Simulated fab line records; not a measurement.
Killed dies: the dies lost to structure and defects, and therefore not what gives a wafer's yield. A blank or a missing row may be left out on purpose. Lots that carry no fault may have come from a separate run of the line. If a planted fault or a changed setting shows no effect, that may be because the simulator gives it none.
Problem report in the 8D (eight disciplines) form, filled by code    flow gf180mcu    the parts of the form that need people (team, actions taken, sign-off) are left out

1. WHAT WENT WRONG
Across 2 wafers from 2 lots, V5_CVD_02_THK at GF_V5_THK_MEAS_03 averages 1249 nm, while fault-free wafers read 1452 nm with a standard deviation of 17. Measured from the usual mean, that is -12 standard deviations.
First seen on wafer L765.3, day 29 01:14, on film metro-04. The record holds 39 wafers of 13 lots with a number at this step. Rule for "out" (also "out of limits"): further than 4 standard deviations from the usual mean. Any other wafer with a number is counted as sound.

2. WHAT IT IS, WHAT IT ISN'T
question                     is                 is not
which readings at this step  V5_CVD_02_THK      -
which lots                   L765, L768         L759, L760, L762, L766, L772, L773, L775, L777, L778, L779, L780
which wafers of those lots   L765.3, L768.5     L765.2, L765.5, L768.1, L768.6
read on which gauges         film metro-04      film metro-01, film metro-02
when                         from day 29 01:14  up to then (11 sound wafers); but 26 sound wafers of L766, L768, L772, L773, L775, L777, L778, L779, L780 came after

3. THE SUSPECTS, EACH WITH WHAT RULES IT OUT
Counting: any tool at a process step up to the reading remains a suspect provided it ran every lot that is out. Sound lots after the first of them don't rule it out here, since some wafers of a struck lot are sound.
- the gauge at GF_V5_THK_MEAS_03 is ruled out. All the wafers that are out were read on film metro-04, but those of them that GF_V5_CVD_02 has rows for are out there too, on other tools.
- pvd sputter-04 at GF_MIM_SPUTTER_09 (material TiN, target thk 35 nm, time 29.2 s): kept. It processed each lot that is out (first: L765, day 27 08:24); up to then, its last sound lot is L762 (day 26 06:10).
- pecvd-01 at GF_V5_CVD_02 (deposits SiO2 from TEOS, target thk 1450 nm, time 163.28 s): kept. It processed each lot that is out (first: L765, day 29 01:07); up to then, its last sound lot is L762 (day 27 23:24). Out on those wafers are its own readings of rf fwd power W.
- pecvd-01, GF_V5_CVD_02: wafers that are out in chamber 1, sound lot-mates in chambers 0, 2.
After counting, pvd sputter-04 at GF_MIM_SPUTTER_09 and pecvd-01 at GF_V5_CVD_02 remain.

4. THE CAUSE (what the simulator had put in)
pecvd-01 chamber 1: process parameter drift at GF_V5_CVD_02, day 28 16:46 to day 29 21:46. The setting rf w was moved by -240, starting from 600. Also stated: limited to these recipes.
Of the 2 suspects that counting leaves, this tool is one.

5. THE CHAIN OF EFFECTS, in route order
Each row: a reading whose mean over the struck wafers that have a number lies more than 3 standard deviations from the usual. Only readings for which the record gives a usual standard deviation are gone through. hours: the time from each lot's start at the first step in this table that gives one to its start at this step, as a median over the lots. sigmas: the change in usual standard deviations.
hours  step               reading         usual    on struck wafers  change  sigmas
0      GF_V5_CVD_02       rf fwd power W  597.5 W  359.4             -238.1  -99 or more
0      GF_V5_THK_MEAS_03  V5_CVD_02_THK   1452 nm  1249              -203    -12
Process steps it contains:
- GF_V5_CVD_02: deposits SiO2 from TEOS, target thk 1450 nm, time 163.28 s.

6. WHAT WOULD HAVE CAUGHT IT SOONER
In this record the first reading out of limits at a measuring or inspecting step was taken at day 29 01:14, 8 hours after the fault began at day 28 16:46.
Tool's own readings at GF_V5_CVD_02, rf fwd power W: out on all struck wafers the step has rows for; an alarm limit on them would have tripped on the first.
Among the 2 lots that are out, L768 began GF_V5_CVD_02 on pecvd-01 after day 29 01:14. A hold on the tool at that time would have spared it.
